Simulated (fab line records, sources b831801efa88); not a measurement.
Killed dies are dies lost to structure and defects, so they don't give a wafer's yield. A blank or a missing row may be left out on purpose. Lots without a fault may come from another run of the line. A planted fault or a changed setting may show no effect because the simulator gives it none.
Which tool did it? | flow sky130 | 14 lots, 42 wafers sampled, at 5 steps of a route of 708

WHAT THE GAUGES READ, wafer by wafer
SKY_FIELD_ISO_THK_MEAS_04.
lot  | measured    | on            | FIELD_ISO_CVD_03_THK (nm)
L797 | day 1 16:13 | film_metro-02 | 165.9 166.4 165.3
L799 | day 2 00:25 | film_metro-04 | 167.8 166.4 165.8
L802 | day 2 15:46 | film_metro-02 | 164.4 164.4 164.5
L803 | day 2 19:52 | film_metro-03 | 166.1 165.8 167.3
L804 | day 3 03:22 | film_metro-04 | 165.7 163.8 163.3
L805 | day 3 06:22 | film_metro-03 | 165.0 165.9 165.1
L806 | day 3 10:29 | film_metro-04 | 165.4 166.5 165.7
L807 | day 3 16:25 | film_metro-03 | 166.3 165.5 166.3
L808 | day 3 21:21 | film_metro-02 | 166.3 166.1 166.3
L813 | day 5 00:47 | film_metro-03 | 165.2 166.6 165.2
L814 | day 5 03:23 | film_metro-02 | 166.7 167.6 167.2
L816 | day 5 13:44 | film_metro-02 | 170.1 169.7 168.5
L818 | day 5 22:47 | film_metro-04 | 164.9 166.7 165.2
L820 | day 6 08:46 | film_metro-02 | 166.0 163.9 166.4

SKY_DNWELL_TW_MEAS_09.
lot  | measured    | on            | DNWELL_TW
L797 | day 3 07:52 | film_metro-01 | 1094 1093 1093
L799 | day 3 13:46 | film_metro-01 | 1088 1094 1094
L802 | day 4 08:42 | film_metro-04 | 1114 1112 1114
L803 | day 4 12:06 | film_metro-04 | 1115 1118 1110
L804 | day 4 18:52 | film_metro-02 | 1106 1108 1110
L805 | day 4 23:19 | film_metro-04 | 1112 1116 1117
L806 | day 5 05:21 | film_metro-01 | 1106 1105 1107
L807 | day 5 11:43 | film_metro-04 | 1127 1121 1119
L808 | day 5 16:40 | film_metro-01 | 1099 1105 1103
L813 | day 7 00:48 | film_metro-02 | 30 30 30
L814 | day 7 02:01 | film_metro-04 | 30 30 30
L816 | day 7 12:21 | film_metro-02 | 1113 1106 1111
L818 | day 7 21:12 | film_metro-02 | 1102 1111 1108
L820 | day 8 08:43 | film_metro-02 | 1108 1105 1100

SKY_PWDE_OVL_MEAS_07.
lot  | measured    | on         | PWDE_OVL (nm)
L797 | day 4 00:07 | overlay-02 | 2.1 3.0 3.5
L799 | day 4 06:27 | overlay-02 | -1.5 1.8 -0.7
L802 | day 5 01:49 | overlay-02 | -0.1 2.7 0.6
L803 | day 5 05:31 | overlay-02 | 0.0 -2.4 -1.3
L804 | day 5 12:03 | overlay-02 | 1.9 -0.5 0.9
L805 | day 5 17:16 | overlay-01 | 0.9 -0.2 0.8
L806 | day 5 23:27 | overlay-02 | -3.6 -2.2 -0.4
L807 | day 6 05:55 | overlay-01 | 1.2 -0.3 -0.6
L808 | day 6 10:52 | overlay-01 | 0.9 0.2 -1.1
L813 | day 7 20:49 | overlay-02 | -0.8 -0.7 1.2
L814 | day 7 21:37 | overlay-01 | -1.3 -1.0 1.3
L816 | day 8 08:49 | overlay-01 | 1.0 0.5 0.8
L818 | day 8 17:49 | overlay-02 | 2.2 0.4 -0.8
L820 | day 9 06:01 | overlay-01 | -1.1 1.6 -1.8

SKY_NWELL_OVL_MEAS_10.
lot  | measured     | on         | NWELL_00_OVL (nm)
L797 | day 4 18:15  | overlay-02 | -1.3 0.1 -0.4
L799 | day 5 00:33  | overlay-02 | 1.1 -0.1 0.3
L802 | day 5 19:55  | overlay-02 | -0.1 -0.1 2.5
L803 | day 5 23:58  | overlay-01 | 0.5 0.4 -2.5
L804 | day 6 07:03  | overlay-02 | 0.1 -0.9 0.7
L805 | day 6 12:19  | overlay-02 | -0.5 0.1 -1.6
L806 | day 6 18:42  | overlay-01 | -0.3 -2.0 0.5
L807 | day 7 01:46  | overlay-02 | -0.9 -1.3 0.4
L808 | day 7 06:52  | overlay-02 | 1.6 0.6 0.8
L813 | day 8 18:00  | overlay-01 | 1.4 1.7 0.6
L814 | day 8 18:58  | overlay-01 | -2.3 0.1 -0.5
L816 | day 9 06:27  | overlay-02 | 0.4 1.6 0.5
L818 | day 9 16:12  | overlay-02 | 2.1 1.9 1.0
L820 | day 10 04:36 | overlay-01 | 3.1 -0.2 1.7

WHICH TOOL RAN EACH LOT (tool, then ch and the chambers of the sampled wafers, then the start)
lot  | SKY_DNWELL_EXPOSE_04
L797 | iline_stepper-02 ch 0, day 3 00:08
L799 | iline_stepper-02 ch 0, day 3 05:43
L802 | iline_stepper-01 ch 0, day 4 00:10
L803 | iline_stepper-01 ch 0, day 4 03:42
L804 | iline_stepper-02 ch 0, day 4 09:53
L805 | iline_stepper-02 ch 0, day 4 13:58
L806 | iline_stepper-02 ch 0, day 4 20:34
L807 | iline_stepper-02 ch 0, day 5 02:52
L808 | iline_stepper-02 ch 0, day 5 07:11
L813 | iline_stepper-02, day 6 15:12
L814 | iline_stepper-01, day 6 15:51
L816 | iline_stepper-01 ch 0, day 7 01:41
L818 | iline_stepper-02 ch 0, day 7 11:45
L820 | iline_stepper-01 ch 0, day 7 21:44
- SKY_DNWELL_EXPOSE_04: exposes mask DNM, target cd 3000 nm.

WHAT THE TOOLS THEMSELVES READ (means of the sampled wafers that have a number; where no wafer has one, the mark that the record gives instead)
SKY_DNWELL_EXPOSE_04.
lot  | tool             | exposure_dose_mJ_cm2 | focus_offset_nm (nm) | stage_vel_mm_s (mm/s)
L797 | iline_stepper-02 | 222.22               | 0.3                  | 500.21
L799 | iline_stepper-02 | 221.84               | -0.2                 | 499.77
L802 | iline_stepper-01 | 221.90               | -0.1                 | 500.11
L803 | iline_stepper-01 | 222.10               | 0.6                  | 499.93
L804 | iline_stepper-02 | 221.89               | 0.0                  | 499.96
L805 | iline_stepper-02 | 222.22               | 0.2                  | 499.74
L806 | iline_stepper-02 | 222.12               | 0.3                  | 500.44
L807 | iline_stepper-02 | 222.20               | -0.5                 | 499.63
L808 | iline_stepper-02 | 221.88               | 0.2                  | 499.86
L813 | iline_stepper-02 | -                    | -                    | -
L814 | iline_stepper-01 | -                    | -                    | -
L816 | iline_stepper-01 | 222.02               | -0.3                 | 499.53
L818 | iline_stepper-02 | 222.01               | 0.4                  | 499.98
L820 | iline_stepper-01 | 222.00               | -0.5                 | 499.85

THE ANSWER, worked out from the rows above alone
Rule: what is usual is taken from the lots themselves. Put in order of their means at a reading, lots are off if they are a third of the lots or fewer, leave a main group of 4 or more, and stand apart from it by a gap of 3 or more times the standard deviation of the main group's means; of several such gaps the widest counts. A main group whose means are all the same, to the digits that the tables above print for the reading, isn't used. A lot without any number at a reading at which 4 lots or more have one is off too. The other lots that the step has rows for count as sound. The gauges are gone through in route order, then the tools' own readings, and for those a lot's mean is taken as printed above. The first step at which some lot is off is used, and at that step the reading that is off furthest; a lot without a number counts as furthest.
Off: L813, L814, at SKY_DNWELL_TW_MEAS_09 (DNWELL_TW). The main group: mean 1107, standard deviation 8.4.
A tool fits if, at a process step before that reading, it ran every lot that is off, and no sound lot after the first of them. The gauges at SKY_DNWELL_TW_MEAS_09 aren't tried: what is off there is off at SKY_DNWELL_EXPOSE_04 too, on other tools, and a gauge's error can't cause that. None of those tried fits.

WHAT THE SIMULATOR HAD PUT IN
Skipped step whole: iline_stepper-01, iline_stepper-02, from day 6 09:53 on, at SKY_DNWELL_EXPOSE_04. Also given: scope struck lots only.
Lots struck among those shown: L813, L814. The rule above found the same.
